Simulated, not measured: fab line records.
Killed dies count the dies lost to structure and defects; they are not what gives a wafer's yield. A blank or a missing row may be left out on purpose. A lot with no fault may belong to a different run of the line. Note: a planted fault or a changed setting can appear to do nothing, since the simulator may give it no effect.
Which tool is to blame?    flow gf180mcu    Sampling: 15 lots, 45 wafers, 4 of 602 route steps

== WHAT THE GAUGES READ, wafer by wafer ==
GF_M2_CD_MEAS_14: target cd 280 nm. Usual: 280.1 nm for cd_nm, sd 1.2.
lot   measured      on         cd_nm (nm)         flag
L256  day 19 07:55  cd_sem-02  279.6 279.9 278.3  
L258  day 20 03:19  cd_sem-02  280.2 279.9 278.8  
L259  day 20 11:25  cd_sem-01  279.0 279.5 280.4  
L261  day 21 03:55  cd_sem-01  281.1 281.1 280.2  
L262  day 21 21:43  cd_sem-01  281.4 279.1 280.2  
L263  day 22 10:05  cd_sem-02  281.4 280.3 281.1  
L264  day 22 13:56  cd_sem-01  280.8 280.2 280.5  
L267  day 23 07:50  cd_sem-01  279.9 279.8 280.1  
L268  day 23 16:32  cd_sem-02  281.1 281.1 279.8  
L269  day 24 05:25  cd_sem-01  279.6 278.7 279.5  
L270  day 24 16:07  cd_sem-02  281.4 280.5 280.3  
L272  day 24 23:53  cd_sem-01  280.0 279.8 280.1  
L276  day 26 13:32  cd_sem-02  280.0 279.4 279.6  
L278  day 26 23:25  cd_sem-01  278.0 277.2 278.2  
L279  day 27 06:14  cd_sem-02  280.9 281.4 280.4  

== EACH LOT AND THE TOOL THAT RAN IT (in order: tool; ch and the chambers of the sampled wafers; start) ==
lot   GF_HV_LDD_PEB_44                   GF_V1_CVD_23                   GF_M2_SPUTTER_03
L256  litho_track-03 ch 0, day 12 08:44  cvd_w-01 ch 1, day 18 07:07    pvd_sputter-03, day 18 07:59
L258  litho_track-02 ch 0, day 13 02:52  cvd_w-02 ch 0, day 19 02:08    pvd_sputter-02, day 19 02:53
L259  litho_track-01 ch 0, day 13 09:38  cvd_w-01 ch 0,1, day 19 10:35  pvd_sputter-03, day 19 11:20
L261  litho_track-03 ch 0, day 14 00:41  cvd_w-02 ch 0,1, day 20 03:16  pvd_sputter-03, day 20 04:01
L262  litho_track-03 ch 0, day 14 14:20  cvd_w-02 ch 0,1, day 20 20:38  pvd_sputter-02, day 20 21:23
L263  litho_track-02 ch 0, day 15 04:17  cvd_w-01 ch 0,1, day 21 10:02  pvd_sputter-03, day 21 10:47
L264  litho_track-02 ch 0, day 15 06:17  cvd_w-02 ch 0,1, day 21 13:49  pvd_sputter-02, day 21 14:34
L267  litho_track-02, day 16 00:50       cvd_w-01 ch 0,1, day 22 08:20  pvd_sputter-01, day 22 09:05
L268  litho_track-03, day 16 08:27       cvd_w-01 ch 0,1, day 22 16:49  pvd_sputter-01, day 22 17:34
L269  litho_track-02, day 16 20:52       cvd_w-01 ch 0,1, day 23 06:37  pvd_sputter-02, day 23 07:22
L270  litho_track-03 ch 0, day 17 06:49  cvd_w-01 ch 0,1, day 23 17:08  pvd_sputter-01, day 23 17:53
L272  litho_track-02 ch 0, day 17 16:32  cvd_w-02 ch 0,1, day 24 01:05  pvd_sputter-03, day 24 01:50
L276  litho_track-03 ch 0, day 19 11:51  cvd_w-02 ch 1, day 25 16:29    pvd_sputter-02, day 25 17:14
L278  litho_track-02 ch 0, day 19 22:28  cvd_w-02 ch 0,1, day 26 01:16  pvd_sputter-02, day 26 01:59
L279  litho_track-02 ch 0, day 20 05:41  cvd_w-01 ch 0,1, day 26 09:05  pvd_sputter-02, day 26 09:50
- GF_HV_LDD_PEB_44
- GF_V1_CVD_23: deposits W, target thk 350 nm, time 105.05 s.
- GF_M2_SPUTTER_03: material Ti, target thk 10 nm, time 6.7 s.

== AS READ BY THE TOOLS THEMSELVES (means over the sampled wafers that have a number; for cases with no such wafer, the mark the record gives instead) ==
GF_HV_LDD_PEB_44. Usual: 45.1 Pa for exhaust_pa, sd 0.86.
lot   tool            exhaust_pa (Pa)  flag
L256  litho_track-03  45.7             
L258  litho_track-02  45.2             
L259  litho_track-01  45.9             
L261  litho_track-03  46.2             
L262  litho_track-03  45.2             
L263  litho_track-02  45.0             
L264  litho_track-02  44.6             
L267  litho_track-02  -                OFF
L268  litho_track-03  -                OFF
L269  litho_track-02  -                OFF
L270  litho_track-03  45.3             
L272  litho_track-02  45.4             
L276  litho_track-03  45.6             
L278  litho_track-02  45.1             
L279  litho_track-02  45.8             

GF_V1_CVD_23. Usual: 796 W for heater_power_w, sd 85.
lot   tool      heater_power_w (W)  flag
L256  cvd_w-01  861                 
L258  cvd_w-02  815                 
L259  cvd_w-01  849                 
L261  cvd_w-02  757                 
L262  cvd_w-02  758                 
L263  cvd_w-01  853                 
L264  cvd_w-02  717                 
L267  cvd_w-01  857                 
L268  cvd_w-01  862                 
L269  cvd_w-01  843                 
L270  cvd_w-01  837                 
L272  cvd_w-02  767                 
L276  cvd_w-02  645                 
L278  cvd_w-02  763                 
L279  cvd_w-01  850                 

GF_M2_SPUTTER_03. Usual: 29.8 % for throttle_valve_pct, sd 0.95.
lot   tool            throttle_valve_pct (%)  flag
L256  pvd_sputter-03  29.7                    
L258  pvd_sputter-02  29.7                    
L259  pvd_sputter-03  28.6                    
L261  pvd_sputter-03  29.1                    
L262  pvd_sputter-02  29.9                    
L263  pvd_sputter-03  29.9                    
L264  pvd_sputter-02  29.5                    
L267  pvd_sputter-01  29.5                    
L268  pvd_sputter-01  29.0                    
L269  pvd_sputter-02  29.3                    
L270  pvd_sputter-01  30.4                    
L272  pvd_sputter-03  29.4                    
L276  pvd_sputter-02  30.0                    
L278  pvd_sputter-02  30.4                    
L279  pvd_sputter-02  29.3                    

== THE ANSWER, worked out from the rows above alone ==
Rule: lot off if the mean of its wafers having a number is beyond 3 standard deviations from the usual mean. A lot without any number at a reading at which 4 lots or more have one is off too. Where the step has rows for the other lots, those lots are counted as sound. Order of review: gauges by route order, followed by the tools' own readings, for which a lot's mean as printed above is used. The first step at which some lot is off is used, and at that step the reading that is off furthest; a lot without a number counts as furthest.
Off: L267, L268, L269 (GF_HV_LDD_PEB_44, exhaust_pa). Without a number there: L267, L268, L269.
If a tool, at that step or one of the process steps before it, ran each lot that is off and ran no sound lot following the first of them, it fits. None of those tried fits.

== WHAT WAS PUT IN BY THE SIMULATOR ==
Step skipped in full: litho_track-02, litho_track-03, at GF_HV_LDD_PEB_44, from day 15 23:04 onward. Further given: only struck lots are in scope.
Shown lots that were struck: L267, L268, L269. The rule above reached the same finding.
